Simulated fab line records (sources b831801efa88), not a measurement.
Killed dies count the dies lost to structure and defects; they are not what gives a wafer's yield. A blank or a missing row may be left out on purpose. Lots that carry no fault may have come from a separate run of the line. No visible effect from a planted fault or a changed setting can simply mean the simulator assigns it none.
fab line records	flow sky130
[record] lots = 6	wafers = 16	lastDay = 50
route steps=708 shown VIA3@585 METAL4@598 CAP2M@603 PAD_OPEN@708
lots that met no fault: taken from a fault-free run of the same line
startH: start of the lot's first displayed wafer, in hours after the record's first day	waitH: hours from the lot's prior step to this one	" same as the row above	L1.1+2: a single row standing in for several wafers	- no value, or no start given	* or withheld: withheld	< > ~ a bound
route shown NAME@n: names a module that has steps shown in the file, with the first one's number in the route	usual: mean and standard deviation over wafers with no fault	same: alike in all rows	chamber/n: place in a boat	sites: the reading at each site	_std_site: standard deviation of those values	_edge_site: the outer-site mean with the inner-site mean subtracted	radiusMm: for every site, how far away it sits from the centre of the wafer	mask NAME#n: copy n	behind: tool/chamber where the wafer was last shaped	hold: why the lot went on hold/how many hours it stayed there/how the hold came to an end	device: transistor that didn't switch, given as n, p or np	end of line: the same wafers' tests at the end of the route	a step given without rows: its recipe and nothing more	killed: not the wafer's yield, but the dies lost to structure and defects at the first sort	map: a wafer's dies, marking killed ones x, the rest . and places with no die _
set.NAME: the setting that was run; set.NAME@STEP: the one run at that earlier step	model.NAME: the simulator's own value behind a step, which no gauge read
a table for each step, a row for each wafer; lots at some steps of the route
services: when a tool's chamber went out of use (startH, in hours from the record's first day, below 0 if earlier), for how many hours, and the reason
[[steps]]
[step SKY_VIA3_CD_MEAS_12]
[recipe] targetCdNm = 200
[usual] cdNm = 199.8/1.3
lot.wafer	tool	chamber	startH	waitH	cdNm
L267.2	cdSem-01	-	927.31	-	199.0
L267.3	"	-	"	"	198.5
L267.5	"	-	"	"	199.5
L270.1	cdSem-02	-	952.19	-	198.4
L270.2	"	-	"	"	200.4
L270.5	"	-	"	"	200.9
L271.1	cdSem-02	-	955.94	-	200.0
L271.5	"	-	"	"	198.9
L273.2	cdSem-02	-	972.96	-	200.5
L273.4	"	-	"	"	200.6
L283.1	cdSem-02	-	1041.04	-	196.9
L283.2	"	-	"	"	199.3
L283.6	"	-	"	"	197.5
L288.2	cdSem-02	-	1070.16	-	198.0
L288.3	"	-	"	"	197.6
L288.6	"	-	"	"	199.1
[step SKY_VIA3_OVL_MEAS_13]
[usual] VIA3_OVL = 5/6.3
lot.wafer	tool	chamber	startH	waitH	VIA3_OVL[nm]
L267.2	overlay-02	-	927.42	0.1	9
L267.3	"	-	"	"	-1
L267.5	"	-	"	"	0
L270.1	overlay-01	-	952.31	0.1	8
L270.2	"	-	"	"	13
L270.5	"	-	"	"	11
L271.1	overlay-01	-	956.06	0.1	-6
L271.5	"	-	"	"	-8
L273.2	overlay-02	-	973.06	0.1	-2
L273.4	"	-	"	"	1
L283.1	overlay-02	-	1041.16	0.1	11
L283.2	"	-	"	"	10
L283.6	"	-	"	"	11
L288.2	overlay-01	-	1070.26	0.1	4
L288.3	"	-	"	"	3
L288.6	"	-	"	"	3
[step SKY_VIA3_ETCH_14]
[recipe] chemistry = N2/H2	target = BARC	ionEnergyEv = 200	sourceW = 500	biasW = 100	pressureMtorr = 30	n2FlowSccm = 100	h2FlowSccm = 200	stopOn = SiO2	timeS = 45.9	targetDepthA = 600
[usual] drypumpMotorCurrentA = 5.7/0.58	oesProductAu = 0.854/0.0048	throttleValvePct = 13.226/0.0085
lot.wafer	tool	chamber	startH	waitH	drypumpMotorCurrentA	oesProductAu	rfHoursCounterH	throttleValvePct
L267.2	rieDiel-02	0	927.45	0.0	5.8	0.852	7	13.239
L267.3	"	3	"	"	5.9	0.857	18	13.236
L267.5	"	2	"	"	6.3	0.863	-	13.230
L270.1	rieDiel-02	0	952.35	0.0	5.8	0.857	8	13.205
L270.2	"	1	"	"	4.8	0.854	17	13.235
L270.5	"	2	"	"	6.2	0.859	-	13.230
L271.1	rieDiel-03	3	956.10	0.0	5.5	0.853	12	13.224
L271.5	"	1	"	"	5.9	0.858	-	13.224
L273.2	rieDiel-02	3	973.09	0.0	5.9	0.855	20	13.246
L273.4	"	2	"	"	6.2	0.859	-	13.229
L283.1	rieDiel-04	1	1041.19	0.0	5.2	0.853	15	13.227
L283.2	"	3	"	"	5.0	0.852	11	13.227
L283.6	"	1	"	"	5.2	0.851	-	13.222
L288.2	rieDiel-04	0	1070.29	0.0	6.8	0.857	14	13.226
L288.3	"	2	"	"	5.7	0.851	29	13.232
L288.6	"	1	"	"	5.2	0.856	-	13.231
[step SKY_VIA3_ETCH_15]
[recipe] target = SiO2	chemistry = C4F8/O2/Ar	targetDepthNm = 507	stopOn = TiN	maskMaterial = KrF-thick	sourceW = 1500	biasW = 1200	pressureMtorr = 40	c4f8FlowSccm = withheld	O2_flow_sccm = 6	Ar_flow_sccm = 300	timeS = 78
[step SKY_VIA3_STRIP_16]
[recipe] chemistry = O2/N2	powerW = 1400	pressureMtorr = 1500	platenTempC = withheld	o2FlowSccm = 3000	n2FlowSccm = 300	overashFraction = 0.5
[step SKY_VIA3_STRIP_17]
[recipe] chemistry = postEtchResidueRemover	timeS = 1200	tempC = 72.5
[step SKY_VIA3_CLEAN_18]
[recipe] chemistry = IPA	timeS = 180	tempC = 25
[step SKY_VIA3_CLEAN_19]
[recipe] chemistry = O3/DIW	dry = n2Spin
[step SKY_VIA3_SPUTTER_20]
[recipe] material = TiN	targetThkNm = 20	chamberPressurePa = 5	powerW = 4000	timeS = 80
[step SKY_VIA3_CVD_21]
[recipe] material = W	targetThkNm = 390	timeS = 117.31	tempC = 400	pressureTorr = 40
[step SKY_VIA3_RS_MEAS_22]
[recipe] thkMeasGauge = four-point-probe	reads = W_of_VIA3_CVD_21+TiN_of_VIA3_SPUTTER_20
[usual] VIA3_W_RS = 0.2950/0.0024
lot.wafer	tool	chamber	startH	waitH	VIA3_W_RS[ohm/sq]
L267.2	filmMetro-03	-	928.50	0.2	0.2928
L267.3	"	-	"	"	0.2949
L267.5	"	-	"	"	0.2952
L270.1	filmMetro-04	-	953.23	0.1	0.2948
L270.2	"	-	"	"	0.2994
L270.5	"	-	"	"	0.2971
L271.1	filmMetro-03	-	956.98	0.1	0.2961
L271.5	"	-	"	"	0.2903
L273.2	filmMetro-03	-	973.99	0.1	0.2944
L273.4	"	-	"	"	0.2961
L283.1	filmMetro-03	-	1042.11	0.1	0.2985
L283.2	"	-	"	"	0.2991
L283.6	"	-	"	"	0.2945
L288.2	filmMetro-04	-	1071.19	0.1	0.2950
L288.3	"	-	"	"	0.2945
L288.6	"	-	"	"	0.2964
[step SKY_VIA3_THK_MEAS_23]
[recipe] thkMeasGauge = xrf	reads = W_of_VIA3_CVD_21
[usual] VIA3_W_THK = 386/6.1
lot.wafer	tool	chamber	startH	waitH	VIA3_W_THK[nm]
L267.2	filmMetro-03	-	928.61	0.1	394
L267.3	"	-	"	"	391
L267.5	"	-	"	"	392
L270.1	filmMetro-04	-	953.35	0.1	386
L270.2	"	-	"	"	383
L270.5	"	-	"	"	384
L271.1	filmMetro-03	-	957.10	0.1	385
L271.5	"	-	"	"	391
L273.2	filmMetro-03	-	974.10	0.1	392
L273.4	"	-	"	"	385
L283.1	filmMetro-03	-	1042.23	0.1	386
L283.2	"	-	"	"	386
L283.6	"	-	"	"	389
L288.2	filmMetro-04	-	1071.30	0.1	381
L288.3	"	-	"	"	382
L288.6	"	-	"	"	384
[step SKY_VIA3_CMP_24]
[recipe] stopOn = SiO2	tOverpolishS = 20	downForcePsi = 3.5	platenRpm = 60	targetThkNm = 0	padVelocityMS = 0.94248
[usual] headPressurePsi = 3.499/0.0079	motorCurrentA = 11.4/1.4	overpolishRunS = 20.000/0.0087	timeToEndpointS = 95/3.8
lot.wafer	tool	chamber	startH	waitH	headPressurePsi	motorCurrentA	overpolishRunS	timeToEndpointS	model.SiO2_of_VIA3_HDPCVD_00.thkNm
L267.3	cmp-02	1	928.66	0.0	3.494	11.1	20.000	93	460.9
L267.2	"	0	"	"	3.508	12.5	19.992	92	462.1
L267.5	"	1	"	"	3.489	10.8	20.003	93	460.1
L270.1	cmp-02	2	953.41	0.1	3.490	12.0	20.007	88	460.7
L270.2	"	0	"	"	3.504	13.1	19.996	90	462.1
L270.5	"	2	"	"	3.500	11.9	19.982	87	462
L271.1	cmp-01	3	957.26	0.1	3.496	9.5	20.003	58	457.1
L271.5	"	1	"	"	3.505	11.0	19.993	100	460
L273.4	cmp-01	0	974.25	0.1	3.499	11.3	20.005	98	461.7
L273.2	"	1	"	"	3.497	11.0	20.013	56	456.5
L283.1	cmp-02	3	1042.29	0.1	3.522	14.2	20.002	95	462
L283.2	"	0	"	"	3.504	12.1	19.995	94	460.7
L283.6	"	0	"	"	3.511	12.5	19.996	94	462
L288.3	cmp-01	0	1071.35	0.0	3.496	10.9	19.999	93	461.4
L288.2	"	3	"	"	3.510	9.4	20.010	93	461.7
L288.6	"	1	"	"	3.496	10.5	20.003	94	462.7
[step SKY_METAL4_SPUTTER_00]
[recipe] material = Ti	targetThkNm = 15	powerW = 3000	timeS = 10	chamberPressurePa = 0.4
[step SKY_METAL4_SPUTTER_01]
[recipe] material = TiN	targetThkNm = 20	powerW = 6500	timeS = 16.7	chamberPressurePa = 0.4
[step SKY_METAL4_SPUTTER_02]
[recipe] material = AlCu	targetThkNm = 735	powerW = 10600	timeS = 39.1	chamberPressurePa = 0.4
[usual] throttleValvePct = 30.1/1.3
lot.wafer	tool	chamber	startH	waitH	throttleValvePct
L267.2	pvdSputter-03	-	929.01	0.0	30.8
L267.3	"	-	"	"	28.6
L267.5	"	-	"	"	30.8
L270.1	pvdSputter-04	-	953.75	0.0	29.7
L270.2	"	-	"	"	28.6
L270.5	"	-	"	"	29.4
L271.1	pvdSputter-04	-	957.50	0.0	32.5
L271.5	"	-	"	"	29.9
L273.2	pvdSputter-01	-	974.50	0.0	31.4
L273.4	"	-	"	"	28.9
L283.1	pvdSputter-04	-	1042.64	0.0	29.5
L283.2	"	-	"	"	29.9
L283.6	"	-	"	"	29.6
L288.2	pvdSputter-04	-	1071.70	0.0	29.5
L288.3	"	-	"	"	29.8
L288.6	"	-	"	"	28.6
[step SKY_METAL4_SPUTTER_03]
[recipe] material = Ti	targetThkNm = 5	powerW = 3000	timeS = 3.3	chamberPressurePa = 0.4
[step SKY_METAL4_SPUTTER_04]
[recipe] material = TiN	targetThkNm = 70	powerW = 6500	timeS = 58.3	chamberPressurePa = 0.4
[usual] throttleValvePct = 30.1/1.3
lot.wafer	tool	chamber	startH	waitH	throttleValvePct
L267.2	pvdSputter-03	-	929.06	0.0	30.7
L267.3	"	-	"	"	28.7
L267.5	"	-	"	"	30.8
L270.1	pvdSputter-04	-	953.81	0.0	29.7
L270.2	"	-	"	"	28.4
L270.5	"	-	"	"	29.9
L271.1	pvdSputter-04	-	957.56	0.0	32.3
L271.5	"	-	"	"	29.5
L273.2	pvdSputter-01	-	974.56	0.0	31.4
L273.4	"	-	"	"	28.8
L283.1	pvdSputter-04	-	1042.69	0.0	29.9
L283.2	"	-	"	"	29.8
L283.6	"	-	"	"	29.7
L288.2	pvdSputter-04	-	1071.76	0.0	29.7
L288.3	"	-	"	"	29.7
L288.6	"	-	"	"	28.6
[step SKY_CAP2M_CVD_00]
[recipe] material = SiO2	targetThkNm = 15.5	tempC = 400	timeS = withheld	rfW = 450
[usual] heaterPowerW = 718/90	susceptorTempC = 400.00/0.2
lot.wafer	tool	chamber	startH	waitH	heaterPowerW	susceptorTempC
L267.2	pecvd-03	0	929.11	0.0	668	400.13
L267.3	"	2	"	"	695	400.35
L267.5	"	0	"	"	689	400.07
L270.1	pecvd-04	2	953.86	0.0	628	400.08
L270.2	"	0	"	"	640	400.23
L270.5	"	2	"	"	645	399.97
L271.1	pecvd-03	2	957.61	0.0	713	400.15
L271.5	"	2	"	"	707	399.93
L273.2	pecvd-02	2	974.60	0.0	724	400.18
L273.4	"	1	"	"	711	399.70
L283.1	pecvd-02	0	1042.74	0.0	859	399.75
L283.2	"	2	"	"	595	400.03
L283.6	"	0	"	"	814	399.95
L288.2	pecvd-02	1	1071.81	0.0	588	400.41
L288.3	"	2	"	"	709	400.03
L288.6	"	2	"	"	705	400.13
[step SKY_CAP2M_THK_MEAS_01]
[recipe] reads = SiO2_of_CAP2M_CVD_00
[usual] CAP2M_CVD_00_THK = 15.39/0.21
lot.wafer	tool	chamber	startH	waitH	CAP2M_CVD_00_THK[nm]
L267.2	filmMetro-01	-	929.15	-	15.55
L267.3	"	-	"	"	15.28
L267.5	"	-	"	"	15.70
L270.1	filmMetro-04	-	953.88	-	15.37
L270.2	"	-	"	"	15.41
L270.5	"	-	"	"	15.68
L271.1	filmMetro-04	-	957.63	-	15.11
L271.5	"	-	"	"	15.67
L273.2	filmMetro-04	-	974.64	-	15.24
L273.4	"	-	"	"	15.80
L283.1	filmMetro-03	-	1042.76	-	15.24
L283.2	"	-	"	"	15.32
L283.6	"	-	"	"	15.48
L288.2	filmMetro-01	-	1071.84	-	15.45
L288.3	"	-	"	"	15.30
L288.6	"	-	"	"	15.77
[step SKY_CAP2M_SPUTTER_02]
[recipe] material = TiN	targetThkNm = 200	tempC = 300	powerW = 6500	timeS = 166.7	chamberPressurePa = 0.4
[usual] substrateTempC = 299.96/0.2	susceptorTempC = 300.01/0.19	throttleValvePct = 30.3/1.2
lot.wafer	tool	chamber	startH	waitH	substrateTempC	susceptorTempC	throttleValvePct
L267.2	pvdSputter-01	-	929.20	0.0	300.05	299.83	31.2
L267.3	"	-	"	"	300.04	299.76	32.5
L267.5	"	-	"	"	299.77	299.94	32.4
L270.1	pvdSputter-01	-	953.94	0.1	300.21	300.35	31.3
L270.2	"	-	"	"	300.09	300.46	32.4
L270.5	"	-	"	"	300.05	299.91	28.3
L271.1	pvdSputter-01	-	957.69	0.1	299.98	299.98	32.4
L271.5	"	-	"	"	299.74	300.26	30.1
L273.2	pvdSputter-02	-	974.69	0.0	300.16	300.02	29.1
L273.4	"	-	"	"	300.15	300.19	30.4
L283.1	pvdSputter-01	-	1042.82	0.1	299.71	300.17	29.9
L283.2	"	-	"	"	299.89	299.94	31.2
L283.6	"	-	"	"	299.78	299.69	28.8
L288.2	pvdSputter-01	-	1071.89	0.0	299.90	300.24	32.6
L288.3	"	-	"	"	299.51	300.21	29.8
L288.6	"	-	"	"	299.49	300.17	32.5
[step SKY_CAP2M_RS_MEAS_03]
[recipe] thkMeasGauge = four-point-probe	reads = TiN_of_CAP2M_SPUTTER_02
[usual] CAP2M_TIN_RS = 6.91/0.088
lot.wafer	tool	chamber	startH	waitH	CAP2M_TIN_RS[ohm/sq]
L267.2	filmMetro-04	-	929.32	0.1	6.87
L267.3	"	-	"	"	6.97
L267.5	"	-	"	"	7.00
L270.1	filmMetro-01	-	954.05	0.1	6.85
L270.2	"	-	"	"	6.96
L270.5	"	-	"	"	6.82
L271.1	filmMetro-03	-	957.80	0.1	6.95
L271.5	"	-	"	"	6.78
L273.2	filmMetro-03	-	974.82	0.1	6.93
L273.4	"	-	"	"	6.90
L283.1	filmMetro-03	-	1042.93	0.1	6.85
L283.2	"	-	"	"	6.89
L283.6	"	-	"	"	6.81
L288.2	filmMetro-01	-	1072.02	0.1	6.87
L288.3	"	-	"	"	6.81
L288.6	"	-	"	"	6.90
[step SKY_CAP2M_THK_MEAS_04]
[recipe] thkMeasGauge = xrf	reads = TiN_of_CAP2M_SPUTTER_02
[usual] CAP2M_TIN_THK = 200.3/2.9
lot.wafer	tool	chamber	startH	waitH	CAP2M_TIN_THK[nm]
L267.2	filmMetro-04	-	929.43	0.1	199.6
L267.3	"	-	"	"	197.9
L267.5	"	-	"	"	195.9
L270.1	filmMetro-01	-	954.17	0.1	202.7
L270.2	"	-	"	"	199.6
L270.5	"	-	"	"	203.2
L271.1	filmMetro-03	-	957.92	0.1	199.5
L271.5	"	-	"	"	203.7
L273.2	filmMetro-03	-	974.93	0.1	198.9
L273.4	"	-	"	"	201.2
L283.1	filmMetro-03	-	1043.05	0.1	202.9
L283.2	"	-	"	"	202.0
L283.6	"	-	"	"	203.5
L288.2	filmMetro-01	-	1072.13	0.1	201.9
L288.3	"	-	"	"	204.1
L288.6	"	-	"	"	201.4
[step SKY_CAP2M_DEHYDRATE_05]
[recipe] tempC = 200	timeS = 60
[step SKY_CAP2M_HMDS_06]
[recipe] primeTimeS = 60	primeTempC = 120
[step SKY_CAP2M_COAT_07]
[recipe] resist = NOVOLAK	spinRpm = 3000	resistThkNm = 1140
[step SKY_CAP2M_SOFTBAKE_08]
[recipe] tempC = 90	timeS = 60	resist = NOVOLAK
[step SKY_CAP2M_EXPOSE_09]
[recipe] maskId = CAP2M	na = 0.6	sourceShape = conventional	sigmaOuter = 0.6	polarization = unpolarized	targetCdNm = 1000	doseMj = 159
[step SKY_CAP2M_PEB_10]
[recipe] tempC = withheld	timeS = *	resist = NOVOLAK
[step SKY_CAP2M_DEVELOP_11]
[recipe] resist = NOVOLAK	developer = TMAH	developTimeS = 60	devTempC = 23
[step SKY_CAP2M_OVL_MEAS_12]
[usual] CAP2M_OVL = -0.7/1.5
lot.wafer	tool	chamber	startH	waitH	CAP2M_OVL[nm]
L267.2	overlay-02	-	953.28	0.1	0.3
L267.3	"	-	"	"	0.4
L267.5	"	-	"	"	-1.5
L270.1	overlay-01	-	977.79	0.1	-2.6
L270.2	"	-	"	"	-2.7
L270.5	"	-	"	"	-2.8
L271.1	overlay-02	-	981.84	0.1	-1.3
L271.5	"	-	"	"	-1.8
L273.2	overlay-02	-	998.43	0.1	1.6
L273.4	"	-	"	"	-0.8
L283.1	overlay-01	-	1065.37	0.1	-2.9
L283.2	"	-	"	"	-1.3
L283.6	"	-	"	"	-1.2
L288.2	overlay-02	-	1092.53	0.1	-1.0
L288.3	"	-	"	"	-0.1
L288.6	"	-	"	"	-0.8
[step SKY_CAP2M_METAL_ETCH_13]
[recipe] targetDepthNm = 220	stopOn = SiO2	chemistry = Cl2/BCl3	target = TiN	pressureMtorr = 10	icpW = 900	biasW = 48.5	Cl2_flow_sccm = 60	bcl3FlowSccm = 30	timeS = 62.9
[step SKY_CAP2M_STRIP_14]
[recipe] chemistry = O2/N2	powerW = 1400	pressureMtorr = 1500	platenTempC = withheld	o2FlowSccm = 3000	n2FlowSccm = 300	overashFraction = 0.5
[step SKY_CAP2M_STRIP_15]
[recipe] chemistry = postEtchResidueRemover	timeS = 1200	tempC = 72.5
[step SKY_CAP2M_CLEAN_16]
[recipe] chemistry = IPA	timeS = 180	tempC = 25
[step SKY_CAP2M_CLEAN_17]
[recipe] chemistry = O3/DIW	dry = n2Spin
[step SKY_METAL4_DEHYDRATE_05]
[recipe] tempC = 200	timeS = 60
[step SKY_METAL4_HMDS_06]
[recipe] primeTimeS = 60	primeTempC = 120
[step SKY_METAL4_COAT_07]
[recipe] resist = BARC	tempC = withheld	timeS = withheld	spinRpm = 3000	resistThkNm = 60
[step SKY_METAL4_COAT_08]
[recipe] resist = KrF-thick	spinRpm = 3000	resistThkNm = 1140
[step SKY_METAL4_SOFTBAKE_09]
[recipe] tempC = 100	timeS = 90	resist = KrF-thick
[step SKY_METAL4_EXPOSE_10]
[recipe] maskId = MM4	na = 0.68	sourceShape = annular	sigmaInner = 0.4	sigmaOuter = 0.8	targetCdNm = 300	doseMj = 28
[step SKY_METAL4_METAL_ETCH_18]
[recipe] targetDepthA = 8450	stopOn = SiO2	overEtchFrac = 0.3	timeS = 183.1	chemistry = Cl2/BCl3	resistSidewallDeg = 88	pressureMtorr = 10	icpW = 900	biasW = 48.5	Cl2_flow_sccm = 60	bcl3FlowSccm = 30
[usual] drypumpMotorCurrentA = 5.5/0.37	heBacksideLeakSccm = 3.30/0.29	oesProductAu = 0.865/0.0055	throttleValvePct = 22.264/0.0092
lot.wafer	tool	chamber	startH	waitH	drypumpMotorCurrentA	heBacksideLeakSccm	oesProductAu	rfHoursCounterH	throttleValvePct	model.SiO2_of_VIA3_HDPCVD_00.thkNm
L267.2	rieMetal-01	0	978.00	0.0	5.6	3.29	0.861	14	22.261	436.5
L267.3	"	1	"	"	5.4	3.36	0.877	-	22.265	436.5
L267.5	"	1	"	"	5.4	3.39	0.863	-	22.263	435.7
L270.1	rieMetal-04	0	1001.88	0.0	5.7	3.42	0.864	6	22.269	435.1
L270.2	"	0	"	"	5.7	3.29	0.862	-	22.277	436.2
L270.5	"	0	"	"	5.7	3.32	0.867	-	22.249	436.1
L271.1	rieMetal-01	1	1006.28	0.0	5.4	3.42	0.858	10	22.267	432.8
L271.5	"	0	"	"	5.6	3.46	0.852	-	22.265	434.4
L273.2	rieMetal-01	1	1022.73	0.0	5.4	3.37	0.859	11	22.271	432.3
L273.4	"	0	"	"	5.6	3.45	0.865	-	22.254	436.5
L283.1	rieMetal-01	0	1087.33	0.0	5.5	3.50	0.863	21	22.266	436.7
L283.2	"	1	"	"	5.4	3.32	0.859	15	22.299	436.4
L283.6	"	0	"	"	5.6	3.50	0.863	-	22.271	436.7
L288.2	rieMetal-04	1	1113.84	0.1	5.7	3.49	0.867	-	22.256	437.1
L288.3	"	1	"	"	5.7	3.31	0.870	-	22.259	436.5
L288.6	"	1	"	"	5.7	3.44	0.873	-	22.269	438.1
[step SKY_PAD_OPEN_PROBE_99]
[usual] defectLimitedYield = 81.9/2	killed_at_M0_to_M3 = 43/6.5	killed_at_M4_up = 3.2/1.8	killedAtContacts = 26/5.2	killedAtFrontEnd = 16/4.8	killedDies = 89/9.6	killedOpen = 48/7.1	killedShort = 40/6.4	sort_bin_3_pad_short = 0.9/0.37	sort_bin_5_function = 10.7/1.4	sort_bin_6_memory = 6.5/1.2	sortNPass = 403/9.6	sortYieldPct = 81.9/2
[same] grossDies = 492	killedAtBackSide = 0	killedAtOther = 0	sort_bin_4_leakage[%] = 0	sort_bin_8_speed[%] = 0
lot.wafer	tool	chamber	startH	waitH	defectLimitedYield[%]	killed_at_M0_to_M3	killed_at_M4_up	killedAtContacts	killedAtFrontEnd	killedDies	killedOpen	killedShort	sort_bin_3_pad_short[%]	sort_bin_5_function[%]	sort_bin_6_memory[%]	sortNPass	sortYieldPct[%]
L267.2	prober-02	-	1074.58	0.1	83.5	38	0	32	11	81	41	40	0.6	9.6	6.3	411	83.5
L267.3	prober-02	-	1074.63	0.2	84.3	36	1	26	14	77	41	36	0.8	9.3	5.5	415	84.3
L267.5	prober-02	-	1074.73	0.2	83.5	44	4	19	14	81	44	37	0.8	10.2	5.5	411	83.5
L270.1	prober-02	-	1096.48	0.1	82.9	41	6	24	13	84	42	42	0.6	10.2	6.3	408	82.9
L270.2	prober-02	-	1096.53	0.1	82.1	43	2	26	17	88	48	39	1.0	11.4	5.5	404	82.1
L270.5	prober-02	-	1096.68	0.2	83.5	35	3	20	23	81	48	33	1.0	9.3	6.1	411	83.5
L271.1	prober-02	-	1099.93	0.1	82.7	40	6	23	16	85	48	37	0.6	10.2	6.5	407	82.7
L271.5	prober-02	-	1100.13	0.2	79.7	49	3	31	17	100	65	35	0.8	12.2	7.3	392	79.7
L273.2	prober-02	-	1116.04	0.1	79.7	48	4	24	24	100	50	50	1.4	9.8	9.1	392	79.7
L273.4	prober-02	-	1116.14	0.2	84.6	47	0	18	11	76	35	41	1.2	7.7	6.5	416	84.6
L283.1	prober-01	-	1170.27	0.1	82.5	38	5	33	10	86	39	47	1.0	10.8	5.7	406	82.5
L283.2	prober-01	-	1170.32	0.1	79.9	49	5	22	23	99	61	36	0.8	11.8	7.5	393	79.9
L283.6	prober-01	-	1170.52	0.2	81.3	48	4	25	15	92	49	41	0.4	12.4	5.9	400	81.3
L288.2	prober-02	-	1190.25	0.1	83.1	36	4	23	20	83	44	39	0.8	10.4	5.7	409	83.1
L288.3	prober-02	-	1190.30	0.2	82.3	36	2	34	15	87	43	44	0.6	10.0	7.1	405	82.3
L288.6	prober-02	-	1190.45	0.2	86.2	34	2	15	17	68	32	36	1.0	8.7	4.1	424	86.2
// killed by level:class
L267.2 LI_CONTACT:geometricParticle:open=12 CONTACT:geometricParticle:open=9 METAL1:geometricParticle:short=8 METAL2:geometricParticle:short=7 CONTACT:geometricParticle:short=5 VIA3:geometricParticle:open=5 FIELD_ISO:geometricParticle:short=4 VIA2:geometricParticle:open=4
L267.3 VIA3:geometricParticle:open=8 CONTACT:geometricParticle:short=8 CONTACT:geometricParticle:open=7 VIA2:geometricParticle:open=7 FIELD_ISO:geometricParticle:short=6 LI_CONTACT:geometricParticle:open=6 FIELD_ISO:geometricParticle:open=5 METAL1:geometricParticle:short=5
L267.5 VIA1:geometricParticle:open=10 VIA2:geometricParticle:open=10 CONTACT:geometricParticle:open=6 VIA3:geometricParticle:open=6 POLY_GATE:geometricParticle:short=5 CONTACT:geometricParticle:short=5 FIELD_ISO:geometricParticle:open=4 FIELD_ISO:geometricParticle:short=4
L270.1 CONTACT:geometricParticle:open=11 METAL2:geometricParticle:short=9 METAL1:geometricParticle:short=8 VIA3:geometricParticle:open=7 METAL4:geometricParticle:short=6 VIA1:geometricParticle:open=6 LI_CONTACT:geometricParticle:open=5 VIA2:geometricParticle:open=5
L270.2 VIA1:geometricParticle:open=16 CONTACT:geometricParticle:open=9 VIA2:geometricParticle:open=8 CONTACT:geometricParticle:short=8 FIELD_ISO:geometricParticle:short=5 FIELD_ISO:geometricParticle:open=5 METAL1:geometricParticle:short=5 POLY_GATE:geometricParticle:short=4
L270.5 VIA1:geometricParticle:open=11 CONTACT:geometricParticle:open=9 FIELD_ISO:geometricParticle:open=7 POLY_GATE:geometricParticle:short=7 LI_CONTACT:geometricParticle:open=6 METAL1:geometricParticle:short=5 VIA2:geometricParticle:open=5 VIA2:geometricParticle:short=4
L271.1 CONTACT:geometricParticle:open=9 LI_CONTACT:geometricParticle:open=9 VIA1:geometricParticle:open=9 VIA2:geometricParticle:open=5 METAL1:geometricParticle:short=5 METAL4:geometricParticle:short=5 FIELD_ISO:geometricParticle:open=4 POLY_GATE:geometricParticle:open=4
L271.5 CONTACT:geometricParticle:open=12 VIA1:geometricParticle:open=10 VIA3:geometricParticle:open=9 LI_CONTACT:geometricParticle:open=8 POLY_GATE:geometricParticle:open=7 VIA2:geometricParticle:open=6 CONTACT:geometricParticle:short=5 METAL3:geometricParticle:short=4
L273.2 VIA1:geometricParticle:open=9 VIA2:geometricParticle:open=8 VIA3:geometricParticle:open=8 VIA2:geometricParticle:short=7 METAL2:geometricParticle:short=7 FIELD_ISO:geometricParticle:open=6 POLY_GATE:geometricParticle:short=6 CONTACT:geometricParticle:open=6
L273.4 VIA2:geometricParticle:open=10 LI_CONTACT:geometricParticle:short=7 VIA2:geometricParticle:short=6 CONTACT:geometricParticle:open=6 VIA1:geometricParticle:open=6 METAL2:geometricParticle:short=6 VIA1:geometricParticle:short=5 METAL3:geometricParticle:short=4
L283.1 LI_CONTACT:geometricParticle:open=9 VIA1:geometricParticle:open=9 CONTACT:geometricParticle:short=7 CONTACT:geometricParticle:open=7 VIA1:geometricParticle:short=7 LOCAL_INTERCONNECT:geometricParticle:short=6 VIA2:geometricParticle:open=6 METAL4:geometricParticle:short=5
L283.2 VIA1:geometricParticle:open=18 POLY_GATE:geometricParticle:open=8 CONTACT:geometricParticle:open=7 FIELD_ISO:geometricParticle:short=6 METAL2:geometricParticle:short=6 VIA2:geometricParticle:open=6 LI_CONTACT:geometricParticle:open=6 LOCAL_INTERCONNECT:geometricParticle:short=5
L283.6 VIA1:geometricParticle:open=10 VIA3:geometricParticle:open=8 LI_CONTACT:geometricParticle:open=7 METAL1:geometricParticle:short=7 CONTACT:geometricParticle:open=6 CONTACT:geometricParticle:short=5 VIA2:geometricParticle:short=5 METAL4:geometricParticle:short=4
L288.2 LI_CONTACT:geometricParticle:open=9 VIA3:geometricParticle:open=8 FIELD_ISO:geometricParticle:short=7 LOCAL_INTERCONNECT:geometricParticle:short=6 VIA1:geometricParticle:open=6 METAL2:geometricParticle:short=6 VIA2:geometricParticle:open=6 CONTACT:geometricParticle:open=4
L288.3 LOCAL_INTERCONNECT:geometricParticle:short=9 LI_CONTACT:geometricParticle:open=8 VIA2:geometricParticle:open=8 CONTACT:geometricParticle:open=8 CONTACT:geometricParticle:short=6 VIA1:geometricParticle:open=6 METAL1:geometricParticle:short=5 POLY_GATE:geometricParticle:short=4
L288.6 VIA1:geometricParticle:open=7 CONTACT:geometricParticle:open=6 METAL2:geometricParticle:short=6 VIA3:geometricParticle:open=5 POLY_GATE:geometricParticle:short=5 LI_CONTACT:geometricParticle:open=5 METAL1:geometricParticle:short=4 METAL3:geometricParticle:short=4
[[services]]
tool	chamber	startH	hours	kind
pvdSputter-03	-	904.78	3.0	repair
cmp-02	-	912.02	4.0	pm
rieMetal-04	-	917.03	1.4	pm
cmp-02	-	917.17	0.5	repair
rieDiel-02	-	922.94	0.5	repair
pvdSputter-04	-	938.77	1.9	repair
cmp-02	-	941.99	5.3	pm
pvdSputter-03	-	944.10	1.9	repair
cmp-01	-	966.31	6.5	pm
rieDiel-02	1	969.98	3.9	repair
cmp-02	-	973.02	6.3	pm
pecvd-02	-	978.68	1.7	repair
cmp-01	-	999.58	1.9	repair
cmp-02	-	1006.54	0.9	repair
cmp-01	-	1014.91	2.5	repair
pvdSputter-04	-	1019.20	2.7	repair
cmp-01	-	1023.99	0.9	repair
pecvd-02	2	1045.75	21.4	repair
rieDiel-02	3	1063.06	1.8	repair
pvdSputter-01	-	1073.41	3.7	repair
cmp-01	-	1084.00	4.0	pm
rieDiel-02	0	1091.65	11.8	repair
cmp-01	-	1107.15	3.6	repair
cmp-01	-	1110.61	1.3	repair
[[key]]
[firstSign] step = SKY_VIA3_CMP_24	reading = timeToEndpointS	direction = down	sigmas = 9.8	usual = *	struck = *
effect none on later readings
[modelEffect] step = SKY_VIA3_CMP_24	value = SiO2_of_VIA3_HDPCVD_00.thkNm	without = 460.4	struck = 456.8
[modelEffect] step = SKY_METAL4_METAL_ETCH_18	value = SiO2_of_VIA3_HDPCVD_00.thkNm	without = 436.1	struck = 432.6
metAt SKY_VIA3_CMP_24
struckWafers L271.1,L273.2
[fault] kind = processParameterDrift	tool = cmp-01	chamber = -	onsetH = 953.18	steps = SKY_VIA3_CMP_24	channel = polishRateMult	offset = 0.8	shape = step	endH = 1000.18	scope = struckWafersOnly
